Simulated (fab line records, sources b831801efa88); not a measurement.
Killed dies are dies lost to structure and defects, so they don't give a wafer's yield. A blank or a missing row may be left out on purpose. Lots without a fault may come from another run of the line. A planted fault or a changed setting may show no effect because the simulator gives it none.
Chamber matching | flow sky130 | SKY_VIA4_CMP_21 on cmp-01: 4 sister chambers
The step polishes, stops on SiO2, t overpolish 25 s, target thk 0 nm. 18 wafers are shown with their chamber, then 9 later ones without.

WAFERS WITH THEIR CHAMBER
wafer  | chamber | motor_current_A (A) | overpolish_run_s (s) | time_to_endpoint_s (s)
L739.3 | 2       | 12.8                | 25.001               | 126
L739.5 | 0       | 11.1                | 25.021               | 129
L739.6 | 3       | 11.1                | 25.001               | 127
L741.2 | 1       | 11.6                | 24.988               | 125
L741.3 | 2       | 13.0                | 24.995               | 127
L741.6 | 0       | 11.0                | 25.001               | 132
L742.3 | 0       | 10.9                | 25.020               | 125
L742.5 | 1       | 11.4                | 24.999               | 118
L742.6 | 0       | 10.6                | 24.997               | 125
L746.1 | 3       | 11.6                | 25.008               | 128
L746.3 | 2       | 12.2                | 24.989               | 122
L746.5 | 1       | 12.1                | 24.997               | 124
L752.3 | 1       | 11.5                | 25.008               | 119
L752.5 | 1       | 11.3                | 25.002               | 123
L752.6 | 0       | 11.0                | 25.000               | 126
L753.3 | 1       | 12.0                | 24.997               | 121
L753.5 | 0       | 10.8                | 25.014               | 126
L753.6 | 3       | 11.6                | 25.009               | 119

SIGNATURES (means of the wafers above)
reading            | chamber 0 | chamber 1 | chamber 2 | chamber 3 | scatter within a chamber
motor_current_A    | 10.900    | 11.650    | 12.667    | 11.433    | 0.294
overpolish_run_s   | 25.00883  | 24.99850  | 24.99500  | 25.00600  | 0.00805
time_to_endpoint_s | 127.17    | 121.67    | 125.00    | 124.67    | 3.17
Rule: a wafer's distance from a chamber is the root of the sum, over the readings, of the square of ((its reading less the chamber's mean) divided by the reading's scatter). The wafer belongs to the nearest chamber; if the next one is less than 2 further off, it can't be placed. The scatter: the root of (the sum of the squares of (reading less its chamber's mean) over the shown wafers, divided by (wafers less chambers)).

WAFERS WITHOUT THEIR CHAMBER
wafer  | motor_current_A (A) | overpolish_run_s (s) | time_to_endpoint_s (s)
L754.1 | 11.7                | 25.003               | 124
L754.4 | 12.9                | 24.991               | 126
L754.5 | 11.5                | 25.004               | 119
L760.1 | 13.7                | 24.978               | 119
L760.3 | 11.2                | 24.999               | 123
L760.4 | 12.1                | 25.012               | 119
L761.1 | 10.2                | 24.983               | 123
L761.2 | 12.3                | 24.999               | 113
L761.5 | 13.0                | 24.997               | 117

WHICH CHAMBER EACH WENT THROUGH
wafer  | from the rows above          | in truth
L754.1 | can't be placed: 1 or 3      | 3
L754.4 | 2                            | 2
L754.5 | can't be placed: 1 or 3      | 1
L760.1 | 2                            | 2
L760.3 | can't be placed: 3 or 1 or 0 | 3
L760.4 | can't be placed: 1 or 3 or 2 | 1
L761.1 | can't be placed: 0 or 3 or 1 | 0
L761.2 | can't be placed: 1 or 2 or 3 | 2
L761.5 | 2                            | 2
Placed correctly: 3 of 9. Can't be placed from these rows: 6 (the true chamber is among the candidates in 6). Placed wrongly: 0.
